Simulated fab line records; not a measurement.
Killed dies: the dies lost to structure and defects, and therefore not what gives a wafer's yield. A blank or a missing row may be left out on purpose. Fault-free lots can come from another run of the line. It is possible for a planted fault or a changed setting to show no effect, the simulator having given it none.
Which of the tools did it? || flow sky130 || 18 wafers from 6 lots sampled at 3 of the route's 708 steps

WHAT THE GAUGES SHOWED, per wafer
SKY_VIA3_THK_MEAS_01.
{"lot": "L906", "measured": "day 39 06:27", "on": "film_metro-03", "VIA3_HDPCVD_THK (nm)": "1646 1643 1635"}
{"lot": "L910", "measured": "day 40 02:22", "on": "film_metro-04", "VIA3_HDPCVD_THK (nm)": "1621 1633 1621"}
{"lot": "L921", "measured": "day 43 13:44", "on": "film_metro-03", "VIA3_HDPCVD_THK (nm)": "1614 1608 1622"}
{"lot": "L923", "measured": "day 44 03:48", "on": "film_metro-03", "VIA3_HDPCVD_THK (nm)": "1649 1626 1627"}
{"lot": "L925", "measured": "day 44 06:13", "on": "film_metro-02", "VIA3_HDPCVD_THK (nm)": "1629 1604 1623"}
{"lot": "L927", "measured": "day 44 17:22", "on": "film_metro-02", "VIA3_HDPCVD_THK (nm)": "1652 1645 1661"}

WHAT TOOL EACH LOT RAN ON (gives the tool, then ch and the chambers of the sampled wafers, and finally the start)
{"lot": "L906", "SKY_METAL1_STRIP_20": "plasma_asher-04 ch 0,1, day 33 15:06", "SKY_VIA3_HDPCVD_00": "hdpcvd-01 ch 0,2, day 39 06:16"}
{"lot": "L910", "SKY_METAL1_STRIP_20": "plasma_asher-02 ch 0,1, day 34 11:34", "SKY_VIA3_HDPCVD_00": "hdpcvd-02 ch 0,1, day 40 02:10"}
{"lot": "L921", "SKY_METAL1_STRIP_20": "plasma_asher-04 ch 0,1, day 38 07:22", "SKY_VIA3_HDPCVD_00": "hdpcvd-01 ch 1,2, day 43 13:29"}
{"lot": "L923", "SKY_METAL1_STRIP_20": "plasma_asher-01 ch 1, day 38 20:32", "SKY_VIA3_HDPCVD_00": "hdpcvd-01 ch 0,2, day 44 03:38"}
{"lot": "L925", "SKY_METAL1_STRIP_20": "plasma_asher-01 ch 0,1, day 38 23:25", "SKY_VIA3_HDPCVD_00": "hdpcvd-02 ch 1,2, day 44 06:03"}
{"lot": "L927", "SKY_METAL1_STRIP_20": "plasma_asher-02 ch 0,1, day 39 13:52", "SKY_VIA3_HDPCVD_00": "hdpcvd-01 ch 0,1,2, day 44 17:11"}
- SKY_METAL1_STRIP_20: strips in O2/N2.
- SKY_VIA3_HDPCVD_00: deposits SiO2, target thk 1635 nm, time 272.5 s.

THE ANSWER, worked out from the rows above alone
Rule: the lots themselves supply what counts as usual. The widest of any qualifying gaps counts: lots, ordered by their means at a reading, are off when they make up no more than a third of the lots, leave a main group of 4 or more, and stand apart from it by 3 or more times the standard deviation of that group's means. A main group is skipped when, at the precision printed for the reading in the tables above, its means are all equal. Also off: a lot with no number at a reading for which 4 or more lots have one. Where the step has rows for the other lots, those lots are counted as sound.
None of the lots is off at any reading shown; this tells nothing.

WHAT HAD BEEN PUT IN BY THE SIMULATOR
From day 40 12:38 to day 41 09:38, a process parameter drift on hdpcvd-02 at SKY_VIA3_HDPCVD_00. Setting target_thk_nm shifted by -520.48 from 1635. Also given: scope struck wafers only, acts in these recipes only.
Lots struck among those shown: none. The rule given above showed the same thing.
